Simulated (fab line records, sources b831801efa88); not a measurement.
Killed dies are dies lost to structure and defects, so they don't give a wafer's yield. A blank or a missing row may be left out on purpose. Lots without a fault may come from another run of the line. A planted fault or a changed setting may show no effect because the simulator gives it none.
Split-lot experiment | flow sfq_line | 5 lots, 27 wafers read, on a route of 325 steps

THE SPLIT
At SFQ_TRILAYER_M8_DEP_EVAP_198 (material Pt, target thk 50 nm, time 250 s), the setting time_s was moved away from the recipe's 250 s on 12 of the 27 wafers read, by -43.3% to +58.2%. The other wafers ran this setting at the recipe's value.

FROM THE SPLIT TO THE READING: what the file shows between them, 1 step
- SFQ_TRILAYER_M8_DEP_EVAP_196: material Au, target thk 180 nm, time 939.3 s

THE READING
M8_AU_RS, in ohm/sq, at SFQ_M8_RS_MEAS_949 (measures by four-point-probe). Fault-free wafers of this fab line usually give 0.1460 ohm/sq, standard deviation 0.0014 ohm/sq.

wafer  | tool, chamber at the split | time_s as run, s | against the recipe | M8_AU_RS, ohm/sq | against lot-mates on the recipe
L075.1 | pvd_sputter-02, -          | 395.6            | +58.2%             | 0.1414           | -0.0046
L075.2 | pvd_sputter-02, -          | 250              | recipe             | 0.1461           | -
L075.3 | pvd_sputter-02, -          | 250              | recipe             | 0.1453           | -
L075.4 | pvd_sputter-02, -          | 395.6            | +58.2%             | 0.1422           | -0.0038
L075.5 | pvd_sputter-02, -          | 395.6            | +58.2%             | 0.1419           | -0.0041
L075.6 | pvd_sputter-02, -          | 250              | recipe             | 0.1467           | -
L076.3 | pvd_sputter-01, -          | 250              | recipe             | 0.1462           | -
L076.4 | pvd_sputter-01, -          | 250              | recipe             | 0.1456           | -
L076.5 | pvd_sputter-01, -          | 250              | recipe             | 0.1457           | -
L078.1 | pvd_sputter-01, -          | 201.5            | -19.4%             | 0.1476           | +0.0006
L078.2 | pvd_sputter-01, -          | 250              | recipe             | 0.1467           | -
L078.3 | pvd_sputter-01, -          | 250              | recipe             | 0.1476           | -
L078.4 | pvd_sputter-01, -          | 201.5            | -19.4%             | 0.1483           | +0.0013
L078.5 | pvd_sputter-01, -          | 201.5            | -19.4%             | 0.1472           | +0.0002
L078.6 | pvd_sputter-01, -          | 250              | recipe             | 0.1466           | -
L080.1 | pvd_sputter-01, -          | 250              | recipe             | 0.1473           | -
L080.2 | pvd_sputter-01, -          | 304              | +21.6%             | 0.1442           | -0.0026
L080.3 | pvd_sputter-01, -          | 250              | recipe             | 0.1464           | -
L080.4 | pvd_sputter-01, -          | 304              | +21.6%             | 0.1452           | -0.0016
L080.5 | pvd_sputter-01, -          | 250              | recipe             | 0.1467           | -
L080.6 | pvd_sputter-01, -          | 304              | +21.6%             | 0.1452           | -0.0016
L084.1 | pvd_sputter-01, -          | 141.7            | -43.3%             | 0.1515           | +0.0041
L084.2 | pvd_sputter-01, -          | 141.7            | -43.3%             | 0.1514           | +0.0040
L084.3 | pvd_sputter-01, -          | 141.7            | -43.3%             | 0.1489           | +0.0015
L084.4 | pvd_sputter-01, -          | 250              | recipe             | 0.1478           | -
L084.5 | pvd_sputter-01, -          | 250              | recipe             | 0.1487           | -
L084.6 | pvd_sputter-01, -          | 250              | recipe             | 0.1457           | -

THE FIT
A straight line over all 27 wafers: M8_AU_RS changes by -8.34e-05 ohm/sq for each +1% of time_s; r = -0.93; the points scatter about the line by 0.00088 ohm/sq.
The same after taking each lot's own level away (the mean of its wafers on the recipe; 27 wafers): -7.16e-05 ohm/sq for each +1%; r = -0.93; scatter 0.00076 ohm/sq.
On that fit, the largest move of time_s shifts the reading by 0.0042 ohm/sq.
The lots' own levels span 0.14583 to 0.14740 ohm/sq, that is 1.1 times the standard deviation above.
So the lot-to-lot level changes the slope: the two fits differ.
Check: with one of the wafers moved furthest among these (+58.2%) left out of the fit, the line predicts -0.00418 ohm/sq for it against its lot-mates. It came out at -0.00463 ohm/sq against them.

THE WHOLE CHAIN: every reading that the file lists as answering this split, in the file's order
step                         | what it does                              | reading                                                                                | change (the file's fit)               | r (the file's)
SFQ_TRILAYER_M8_DEP_EVAP_198 | material Pt, target thk 50 nm, time 250 s | Pt_of_TRILAYER_M8_DEP_EVAP_198.thk_nm (the simulator's own value, which no gauge read) | +0.499 nm for each +1% of the setting | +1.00
SFQ_M8_RS_MEAS_949           | measures by four-point-probe              | M8_AU_RS                                                                               | -7.18e-05 for each +1% of the setting | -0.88

THE FILE'S OWN FIT
M8_AU_RS changes by -7.18e-05 ohm/sq for each +1% of time_s, r = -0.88.
